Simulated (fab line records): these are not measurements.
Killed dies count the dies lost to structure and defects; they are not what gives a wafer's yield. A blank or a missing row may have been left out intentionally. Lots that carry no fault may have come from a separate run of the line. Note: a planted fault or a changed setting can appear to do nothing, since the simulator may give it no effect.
fab line records	flow sfq_line
[record] lots = 6	wafers = 18	last_day = 94
route steps=325 shown I6@273 M7@281
lots that met no fault: from a run of the same line without faults
start_h: hours from the record's first day to the start of the lot's first wafer shown	wait_h: how many hours have passed since the lot's step before this one	" repeats the value in the row above	L1.1+2: several wafers, shown together as one row	- either no value or no given start	* or withheld: withheld	< > ~ a bound
route shown NAME@n: names a module that has steps shown in the file, with the first one's number in the route	usual: average and standard deviation across the fault-free wafers	same: alike in all rows	chamber/n: place in a boat	sites: per-site readings	_std_site: the values' standard deviation	_edge_site: inner sites' mean taken away from outer sites' mean	radius_mm: how far each site lies from the wafer's centre	mask NAME#n: copy n	behind: the last tool/chamber to shape the wafer	hold: what put the lot on hold/how long, in hours/how the hold closed	device: transistor that didn't switch, given as n, p or np	end of line: tests of these same wafers at the route's end	a step without rows: its recipe alone	killed: count of dies lost to structure and defects at first sort (not the wafer's yield)	map: shows each die of a wafer: x if killed, . if not, _ if none is there
set.NAME: setting as actually run; set.NAME@STEP: the setting as run at that earlier step	model.NAME: the simulator's own value behind a step, which no gauge read
lots seen at some steps along the route; tables by step, rows by wafer
services: from which hour (start_h, from the record's first day; less than 0 if before it) a tool's chamber was out of use, for how many hours, and why
[[steps]]
[step SFQ_TRILAYER_I6_VIA_LITHO_EXPOSE_170]
[recipe] mask_id = I6	na = 0.6	source_shape = conventional	sigma_outer = 0.65	target_cd_nm = 700	dose_mj = 21.3
[step SFQ_TRILAYER_I6_VIA_LITHO_PEB_172]
[recipe] peb_temp_c = 115	peb_time_s = 60	resist = KrF
[step SFQ_TRILAYER_I6_VIA_LITHO_DEVELOP_171]
[recipe] time_s = 60	resist = KrF
[step SFQ_I6_OVL_MEAS_942]
[usual] I6_OVL = -3/5.7
lot.wafer	tool	chamber	start_h	wait_h	I6_OVL[nm]
L731.1	overlay-01	-	1724.57	0.1	2
L731.5	"	-	"	"	6
L731.6	"	-	"	"	-5
L738.3	overlay-02	-	1884.47	0.1	12
L738.5	"	-	"	"	2
L738.6	"	-	"	"	2
L747.3	overlay-01	-	2040.06	0.1	-2
L747.4	"	-	"	"	0
L747.5	"	-	"	"	0
L748.1	overlay-01	-	2042.44	0.1	-4
L748.3	"	-	"	"	-5
L748.6	"	-	"	"	-10
L751.2	overlay-01	-	2048.79	0.1	-4
L751.3	"	-	"	"	2
L751.4	"	-	"	"	0
L752.2	overlay-01	-	2051.10	0.1	-3
L752.3	"	-	"	"	-4
L752.6	"	-	"	"	-10
[step SFQ_TRILAYER_I6_VIA_BARC_OPEN_VIA_ETCH_235]
[recipe] mask_material = PR	chemistry = O2	target_depth_nm = 125	target = BARC	source_w = 500	bias_w = 80	pressure_mtorr = 30	time_s = 41.7
[usual] drypump_motor_current_A = 5.6/0.37	oes_product_au = 0.686/0.0047	rf_fwd_power_W = 493.5/2.4
lot.wafer	tool	chamber	start_h	wait_h	drypump_motor_current_A	oes_product_au	rf_fwd_power_W	rf_hours_counter_h
L731.1	rie_diel-01	3	1724.61	0.0	5.9	0.684	494.7	10
L731.5	"	3	"	"	5.9	0.682	494.9	-
L731.6	"	0	"	"	5.2	0.682	491.4	-
L738.3	rie_diel-03	3	1884.50	0.0	5.1	0.686	494.3	1
L738.5	"	1	"	"	5.8	0.673	493.9	-
L738.6	"	0	"	"	5.8	0.680	490.4	-
L747.3	rie_diel-04	2	2040.08	0.0	6.0	0.683	497.3	17
L747.4	"	0	"	"	5.0	0.682	490.5	1
L747.5	"	1	"	"	5.2	0.690	494.9	-
L748.1	rie_diel-03	0	2042.48	0.0	5.8	0.685	493.1	12
L748.3	"	2	"	"	5.6	0.677	493.5	10
L748.6	"	0	"	"	5.9	0.685	493.8	-
L751.2	rie_diel-03	1	2048.82	0.0	5.8	0.681	495.7	1
L751.3	"	3	"	"	5.1	0.681	495.7	3
L751.4	"	2	"	"	5.6	0.679	494.6	10
L752.2	rie_diel-01	2	2051.13	0.0	5.6	0.680	497.7	3
L752.3	"	0	"	"	5.2	0.689	489.5	6
L752.6	"	1	"	"	6.1	0.687	488.4	-
[step SFQ_TRILAYER_I6_VIA_ETCH_VIA_ETCH_172]
[recipe] target = SiO2	stop_on = Nb	mask_material = PR	taper_deg = 20	chemistry = CHF3	target_depth_nm = 260	source_w = 500	bias_w = 80	pressure_mtorr = 30	time_s = withheld
[usual] drypump_motor_current_A = 5.6/0.37	oes_product_au = 0.855/0.0054	rf_fwd_power_W = 497.7/1.7
lot.wafer	tool	chamber	start_h	wait_h	drypump_motor_current_A	oes_product_au	rf_fwd_power_W
L731.1	rie_diel-01	3	1724.65	0.0	5.9	0.853	499.7
L731.5	"	3	"	"	5.9	0.858	496.7
L731.6	"	0	"	"	5.2	0.855	495.8
L738.3	rie_diel-03	3	1884.54	0.0	5.1	0.847	496.3
L738.5	"	1	"	"	5.8	0.864	498.1
L738.6	"	0	"	"	5.9	0.860	497.1
L747.3	rie_diel-04	2	2040.12	0.0	6.0	0.854	499.6
L747.4	"	0	"	"	5.0	0.864	497.0
L747.5	"	1	"	"	5.2	0.855	498.8
L748.1	rie_diel-03	0	2042.52	0.0	5.9	0.854	496.0
L748.3	"	2	"	"	5.6	0.848	492.8
L748.6	"	0	"	"	5.9	0.861	494.4
L751.2	rie_diel-03	1	2048.86	0.0	5.8	0.857	500.1
L751.3	"	3	"	"	5.1	0.858	499.6
L751.4	"	2	"	"	5.6	0.861	497.2
L752.2	rie_diel-01	2	2051.17	0.0	5.6	0.858	498.8
L752.3	"	0	"	"	5.2	0.856	497.4
L752.6	"	1	"	"	6.1	0.859	496.7
[step SFQ_TRILAYER_I6_VIA_STRIP_STRIP_173]
[recipe] gas = O2	power_w = 200	platen_temp_c = 40	overash_fraction = 0.65	chemistry = O2	pressure_mtorr = 50
[usual] drypump_motor_current_A = 5.7/0.62	oes_product_au = 1.001/0.012	platen_temp_c = 39.99/0.12
[same] overash_fraction = 0.65
lot.wafer	tool	chamber	start_h	wait_h	drypump_motor_current_A	oes_product_au	platen_temp_c	rf_hours_counter_h
L731.1	rie_metal-03	0	1724.76	-	5.9	1.014	40.08	68
L731.5	"	1	"	"	5.7	1.004	40.09	-
L731.6	"	0	"	"	5.9	1.012	40.01	-
L738.3	rie_metal-02	1	1884.85	-	5.3	0.997	39.77	-
L738.5	"	1	"	"	5.3	0.999	40.01	-
L738.6	"	0	"	"	4.6	1.002	40.07	-
L747.3	rie_metal-04	0	2040.43	-	5.6	1.019	40.02	-
L747.4	"	1	"	"	6.6	0.993	40.00	-
L747.5	"	0	"	"	5.6	1.020	40.10	-
L748.1	rie_metal-04	1	2042.63	-	6.6	0.982	40.07	82
L748.3	"	0	"	"	5.6	1.009	40.05	-
L748.6	"	1	"	"	6.6	0.994	40.00	-
L751.2	rie_metal-04	1	2048.97	-	6.6	0.989	39.82	83
L751.3	"	1	"	"	6.6	0.983	39.82	-
L751.4	"	0	"	"	5.6	1.008	40.06	-
L752.2	rie_metal-04	0	2051.28	-	5.6	1.007	40.02	9
L752.3	"	0	"	"	5.6	1.011	39.96	-
L752.6	"	1	"	"	6.6	0.982	40.09	-
[step SFQ_TRILAYER_I6_VIA_STRIP_SOLV_CLEAN_174]
[recipe] chemistry = NMP	temp_c = 70	time_s = 600
[step SFQ_TRILAYER_M7_DEP_PRE_CLEAN_176]
[recipe] gas = Ar	time_s = 22.5	bias_v = 250
[step SFQ_TRILAYER_M7_DEP_SPUTTER_175]
[recipe] material = Nb	base_pressure_pa = 1.33e-06	chamber_pressure_pa = 0.1333	substrate_temp_c = 20	target_thk_nm = 200	power_w = 2000	time_s = 133.3
[usual] substrate_temp_c = 20.00/0.1	throttle_valve_pct = 29.5/0.56
lot.wafer	tool	chamber	start_h	wait_h	substrate_temp_c	throttle_valve_pct
L731.1	pvd_sputter-06	-	1725.56	0.0	20.09	29.4
L731.5	"	-	"	"	20.09	28.9
L731.6	"	-	"	"	20.08	29.3
L738.3	pvd_sputter-06	-	1885.45	0.0	20.21	29.1
L738.5	"	-	"	"	20.28	29.6
L738.6	"	-	"	"	20.15	28.7
L747.3	pvd_sputter-06	-	2041.21	0.0	20.02	29.4
L747.4	"	-	"	"	20.16	29.6
L747.5	"	-	"	"	19.80	29.4
L748.1	pvd_sputter-03	-	2043.61	0.0	19.99	29.9
L748.3	"	-	"	"	19.88	29.4
L748.6	"	-	"	"	20.10	29.7
L751.2	pvd_sputter-06	-	2049.77	0.0	19.96	29.5
L751.3	"	-	"	"	19.92	29.3
L751.4	"	-	"	"	19.86	28.8
L752.2	pvd_sputter-03	-	2052.09	0.0	20.08	29.3
L752.3	"	-	"	"	19.84	29.3
L752.6	"	-	"	"	19.93	30.0
[step SFQ_M7_RS_MEAS_943]
[recipe] thk_meas_gauge = four-point-probe	reads = Nb_of_TRILAYER_M7_DEP_SPUTTER_175
[usual] M7_NB_RS = 0.890/0.011
lot.wafer	tool	chamber	start_h	wait_h	M7_NB_RS[ohm/sq]
L731.1	film_metro-03	-	1725.65	0.0	0.886
L731.5	"	-	"	"	0.882
L731.6	"	-	"	"	0.897
L738.3	film_metro-01	-	1885.58	0.1	0.905
L738.5	"	-	"	"	0.901
L738.6	"	-	"	"	0.894
L747.3	film_metro-02	-	2041.34	0.1	0.901
L747.4	"	-	"	"	0.899
L747.5	"	-	"	"	0.891
L748.1	film_metro-01	-	2043.70	0.0	0.897
L748.3	"	-	"	"	0.896
L748.6	"	-	"	"	0.890
L751.2	film_metro-01	-	2049.88	0.1	0.911
L751.3	"	-	"	"	0.915
L751.4	"	-	"	"	0.918
L752.2	film_metro-01	-	2052.20	0.1	0.878
L752.3	"	-	"	"	0.887
L752.6	"	-	"	"	0.865
[step SFQ_TRILAYER_M7_LITHO_COAT_182]
[recipe] resist = BARC	spin_rpm = 3000	resist_thk_nm = 62
[usual] exhaust_pa = 44.8/0.91
lot.wafer	tool	chamber	start_h	wait_h	exhaust_pa	model.BARC_of_TRILAYER_M7_LITHO_COAT_182.thk_nm
L731.1	litho_track-02	0	1725.83	0.1	44.8	61.95
L731.5	"	0	"	"	46.5	61.95
L731.6	"	0	"	"	46.4	62.06
L738.3	litho_track-02	0	1885.82	0.1	45.4	62.09
L738.5	"	0	"	"	44.9	62.05
L738.6	"	0	"	"	45.2	62.01
L747.3	litho_track-02	0	2041.58	0.1	45.5	74.06
L747.4	"	0	"	"	44.5	74.15
L747.5	"	0	"	"	45.5	74.07
L748.1	litho_track-02	0	2043.88	0.1	44.2	74.05
L748.3	"	0	"	"	45.0	74.05
L748.6	"	0	"	"	45.0	74.07
L751.2	litho_track-04	0	2050.09	0.1	43.6	61.63
L751.3	"	0	"	"	45.9	61.62
L751.4	"	0	"	"	46.5	61.68
L752.2	litho_track-04	0	2052.41	0.1	44.6	62.21
L752.3	"	0	"	"	44.4	62.23
L752.6	"	0	"	"	43.9	62.09
[step SFQ_TRILAYER_M7_LITHO_COAT_177]
[recipe] resist = KrF	spin_rpm = 3000	resist_thk_nm = 600
[step SFQ_TRILAYER_M7_LITHO_SOFTBAKE_181]
[recipe] temp_c = withheld	time_s = withheld	resist = KrF
[step SFQ_TRILAYER_M7_LITHO_EXPOSE_178]
[recipe] mask_id = M7	na = 0.6	source_shape = conventional	sigma_outer = 0.65	target_cd_nm = 500	dose_mj = 14.4
[step SFQ_TRILAYER_M7_LITHO_PEB_180]
[recipe] peb_temp_c = 115	peb_time_s = 60	resist = KrF
[step SFQ_TRILAYER_M7_LITHO_DEVELOP_179]
[recipe] time_s = 60	resist = KrF
[step SFQ_M7_OVL_MEAS_945]
[usual] M7_OVL = -1/4.4
lot.wafer	tool	chamber	start_h	wait_h	M7_OVL[nm]
L731.1	overlay-02	-	1841.16	0.1	-10
L731.5	"	-	"	"	-2
L731.6	"	-	"	"	0
L738.3	overlay-02	-	1887.99	0.1	-13
L738.5	"	-	"	"	-7
L738.6	"	-	"	"	-9
L747.3	overlay-02	-	2045.40	0.1	-6
L747.4	"	-	"	"	-1
L747.5	"	-	"	"	0
L748.1	overlay-02	-	2046.59	0.1	5
L748.3	"	-	"	"	11
L748.6	"	-	"	"	5
L751.2	overlay-02	-	2082.90	0.1	0
L751.3	"	-	"	"	0
L751.4	"	-	"	"	0
L752.2	overlay-01	-	2084.10	0.1	-2
L752.3	"	-	"	"	1
L752.6	"	-	"	"	-3
[step SFQ_TRILAYER_M7_BARC_OPEN_METAL_ETCH_229]
[recipe] mask_material = PR	chemistry = O2	target_depth_nm = 125	target = BARC	icp_w = 600	bias_w = 80	pressure_mtorr = 10	time_s = 41.7
[usual] drypump_motor_current_A = 5.8/0.59	oes_product_au = 0.685/0.0049	rf_fwd_power_W = 593/3
lot.wafer	tool	chamber	start_h	wait_h	drypump_motor_current_A	oes_product_au	rf_fwd_power_W	rf_hours_counter_h	model.etch.depth_nm
L731.1	rie_metal-02	0	1841.20	0.0	4.6	0.685	590	20	61.95
L731.5	"	1	"	"	5.3	0.692	594	-	61.95
L731.6	"	0	"	"	4.6	0.687	590	-	62.06
L738.3	rie_metal-03	0	1888.03	0.0	5.9	0.682	600	-	62.09
L738.5	"	1	"	"	5.7	0.684	592	-	62.05
L738.6	"	0	"	"	5.9	0.681	595	-	62.01
L747.3	rie_metal-01	0	2045.45	0.0	6.5	0.741	590	-	74.06
L747.4	"	1	"	"	6.2	0.743	596	-	74.15
L747.5	"	0	"	"	6.5	0.745	592	-	74.07
L748.1	rie_metal-02	1	2046.63	0.0	5.2	0.745	599	21	74.05
L748.3	"	1	"	"	5.2	0.746	596	-	74.05
L748.6	"	0	"	"	4.6	0.740	593	-	74.07
L751.2	rie_metal-02	1	2082.93	0.0	5.3	0.684	595	26	61.63
L751.3	"	1	"	"	5.2	0.679	598	-	61.62
L751.4	"	0	"	"	4.6	0.685	591	-	61.68
L752.2	rie_metal-01	0	2084.13	0.0	6.6	0.685	586	33	62.21
L752.3	"	0	"	"	6.5	0.691	589	-	62.23
L752.6	"	0	"	"	6.5	0.680	589	-	62.09
[step SFQ_TRILAYER_M7_ETCH_METAL_ETCH_180]
[recipe] target = Nb	stop_on = SiO2	mask_material = PR	chemistry = Cl2/Ar	target_depth_nm = 240	icp_w = 600	bias_w = 80	pressure_mtorr = 10	time_s = 120
[usual] drypump_motor_current_A = 5.8/0.59	oes_product_au = 0.894/0.0075	rf_fwd_power_W = 597.0/2.1
lot.wafer	tool	chamber	start_h	wait_h	drypump_motor_current_A	oes_product_au	rf_fwd_power_W	rf_hours_counter_h
L731.1	rie_metal-02	0	1841.26	0.0	4.6	0.903	598.7	20
L731.5	"	1	"	"	5.3	0.891	601.4	-
L731.6	"	0	"	"	4.6	0.896	599.1	-
L738.3	rie_metal-03	0	1888.11	0.1	5.9	0.884	599.8	-
L738.5	"	1	"	"	5.7	0.890	597.1	-
L738.6	"	0	"	"	5.9	0.898	600.9	-
L747.3	rie_metal-01	0	2045.53	0.1	6.5	0.893	597.4	-
L747.4	"	1	"	"	6.2	0.884	598.0	-
L747.5	"	0	"	"	6.6	0.894	596.0	-
L748.1	rie_metal-02	1	2046.69	0.0	5.3	0.893	600.1	21
L748.3	"	1	"	"	5.3	0.898	598.6	-
L748.6	"	0	"	"	4.6	0.903	596.0	-
L751.2	rie_metal-02	1	2082.99	0.0	5.3	0.880	597.0	26
L751.3	"	1	"	"	5.2	0.882	593.0	-
L751.4	"	0	"	"	4.6	0.880	594.8	-
L752.2	rie_metal-01	0	2084.19	0.0	6.5	0.897	597.7	33
L752.3	"	0	"	"	6.5	0.891	598.1	-
L752.6	"	0	"	"	6.5	0.910	596.0	-
[[services]]
tool	chamber	start_h	hours	kind
rie_diel-03	-	1727.04	14.6	pm
rie_metal-04	-	1742.01	1.8	repair
rie_diel-03	1	1742.86	9.3	repair
rie_diel-01	0	1748.54	11.8	repair
rie_diel-03	3	1750.09	11.6	repair
rie_diel-03	0	1767.93	8.0	repair
rie_metal-01	0	1771.21	19.0	repair
rie_metal-02	-	1810.71	0.4	repair
pvd_sputter-06	-	1810.85	2.9	repair
rie_diel-03	0	1815.76	5.6	repair
rie_diel-03	0	1847.87	7.5	repair
rie_diel-03	-	1930.73	4.3	pm
rie_metal-02	1	1943.00	3.4	repair
rie_diel-01	-	1973.26	2.8	pm
rie_diel-01	1	1983.55	10.0	repair
rie_diel-01	-	1986.46	10.0	pm
rie_diel-01	0	2001.89	2.5	repair
rie_diel-03	0	2008.21	10.2	repair
rie_diel-03	3	2012.90	14.4	repair
rie_diel-01	0	2017.58	4.0	repair
pvd_sputter-06	-	2054.39	2.4	repair
rie_metal-02	-	2060.22	2.8	pm
rie_diel-03	0	2070.48	1.6	repair
rie_metal-04	1	2071.60	4.0	repair
[[key]]
[first_sign] step = SFQ_TRILAYER_M7_BARC_OPEN_METAL_ETCH_229	reading = oes_product_au	direction = up	sigmas = 12	usual = 0.685	struck = 0.743
effect none on later readings
[model_effect] step = SFQ_TRILAYER_M7_LITHO_COAT_182	value = BARC_of_TRILAYER_M7_LITHO_COAT_182.thk_nm	without = 61.86	struck = 74.08
[model_effect] step = SFQ_TRILAYER_M7_BARC_OPEN_METAL_ETCH_229	value = etch.depth_nm	without = 61.86	struck = 74.08
met_at SFQ_TRILAYER_M7_LITHO_COAT_182
struck_wafers L747.3,L747.4,L747.5,L748.1,L748.3,L748.6
onset_between 1885.82 2041.58
[fault] kind = process_parameter_drift	tool = litho_track-02	chamber = -	onset_h = 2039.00	steps = SFQ_TRILAYER_M7_LITHO_COAT_182	channel = resist_thk_nm	offset = 12.248	shape = step	end_h = 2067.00	acts_in = these_recipes_only	stated = 62
